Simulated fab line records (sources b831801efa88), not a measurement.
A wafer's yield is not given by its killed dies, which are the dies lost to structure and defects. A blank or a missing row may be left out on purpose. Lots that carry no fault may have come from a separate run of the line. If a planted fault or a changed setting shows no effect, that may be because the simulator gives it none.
Code-filled problem report in 8D (eight disciplines) form / flow sfq-line / the parts of the form that need people (team, actions taken, sign-off) are left out

1. WHAT WENT WRONG
Wafers with no fault read 0.898 a.u. with a standard deviation of 0.0075, whereas oes-product-au at SFQ_TRILAYER_C5_ETCH_VIA_ETCH_154 reads a mean of 0.677 a.u. on 1 wafer of 1 lot. That puts it -29 standard deviations away from the usual mean.
The step: etches SiO2 in CHF3, stops on Nb, target depth 84 nm.
First seen on wafer L564.4, day 71 03:39, on rie-diel-04. Wafers with a number at this step in the record: 39, from 13 lots. By rule, "out" or "out of limits" means more than 4 standard deviations away from the usual mean. The rest of the wafers with a number are treated as sound.

2. WHAT IT IS AND WHAT IT IS NOT
question=which readings at this step | is=oes-product-au | is not=drypump-motor-current-A
question=which lots | is=L564 | is not=L555, L557, L558, L560, L561, L569, L570, L571, L573, L574, L575, L577
question=which wafers of those lots | is=L564.4 | is not=L564.1, L564.3
question=read on which tools | is=rie-diel-04 | is not=rie-diel-02, rie-diel-03
question=when | is=from day 71 03:39 | is not=up to then (17 sound wafers); but 21 sound wafers of L569, L570, L571, L573, L574, L575, L577 came after

3. THE SUSPECTS, EACH WITH WHAT RULES IT OUT
Counting: a tool at a process step up to the reading stays a suspect if it ran every lot that is out. Sound lots after the first of them don't rule it out here, since some wafers of a struck lot are sound.
- rie-metal-04 at SFQ_TRILAYER_M5_STRIP_STRIP_127 (strips in O2): kept. It processed L564, the lot that is out, at day 53 23:50, and its most recent sound lot before then was L561 at day 53 00:28.
- pecvd-02 at SFQ_TRILAYER_A5C_DEP_PECVD_142 (deposits SiO2 from SiH4/N2O, time 15.556 s, target thk 70 nm): kept. It processed L564, the lot that is out, at day 60 14:31, and its most recent sound lot before then was L560 at day 59 09:23.
- rie-diel-04 at SFQ_TRILAYER_C5_ETCH_VIA_ETCH_154 (etches SiO2 in CHF3, stops on Nb, target depth 84 nm): kept. It processed L564, the lot that is out, at day 71 03:39, and its most recent sound lot before then was L561 at day 70 10:11. Its own readings are out on those wafers: oes-product-au.
- Within pecvd-02 at SFQ_TRILAYER_A5C_DEP_PECVD_142, the wafers that are out were processed in chamber 1 and their sound lot-mates in chamber 2.
After the count, these remain: rie-metal-04 at SFQ_TRILAYER_M5_STRIP_STRIP_127, pecvd-02 at SFQ_TRILAYER_A5C_DEP_PECVD_142 and rie-diel-04 at SFQ_TRILAYER_C5_ETCH_VIA_ETCH_154.

4. THE CAUSE (what the simulator had put in)
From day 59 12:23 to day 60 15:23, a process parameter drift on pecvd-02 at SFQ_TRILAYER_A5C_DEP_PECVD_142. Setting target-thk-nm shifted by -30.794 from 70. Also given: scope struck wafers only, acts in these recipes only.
Counting left 3 suspects, and this tool is among them.

5. SEQUENCE OF EFFECTS, ordered by route
Rows list readings where the struck wafers' mean (over those with a number) sits beyond 3 standard deviations from the usual. Readings are gone through only where the record gives a usual standard deviation; hours: the median, over the lots, of the time from a lot's start at the first step in this table giving one to that lot's start at this step; sigmas: the change measured in usual standard deviations.
hours=0; step=SFQ_TRILAYER_C5_ETCH_VIA_ETCH_154; reading=oes-product-au; usual=0.898 a.u.; on struck wafers=0.677; change=-0.221; sigmas=-29
The process steps in it:
- SFQ_TRILAYER_C5_ETCH_VIA_ETCH_154: etches SiO2 in CHF3, stops on Nb, target depth 84 nm.
Later measuring or inspecting steps at which every struck wafer that the step has a row for has a number for every such reading, and none has moved that far: SFQ_M6_OVL_MEAS_940.

6. WHAT WOULD HAVE CAUGHT IT SOONER
279 hours passed between the start of the fault at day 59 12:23 and the first reading out of limits in this record, taken at day 71 03:39.
Of the tool readings at SFQ_TRILAYER_A5C_DEP_PECVD_142 for which the record gives a usual standard deviation, none was out on any struck wafer, so an alarm limit of 4 standard deviations on them would not have fired.
All the lots that are out (1) had begun SFQ_TRILAYER_A5C_DEP_PECVD_142 on pecvd-02 by day 71 03:39. Holding the tool at that point would not have protected any of them.
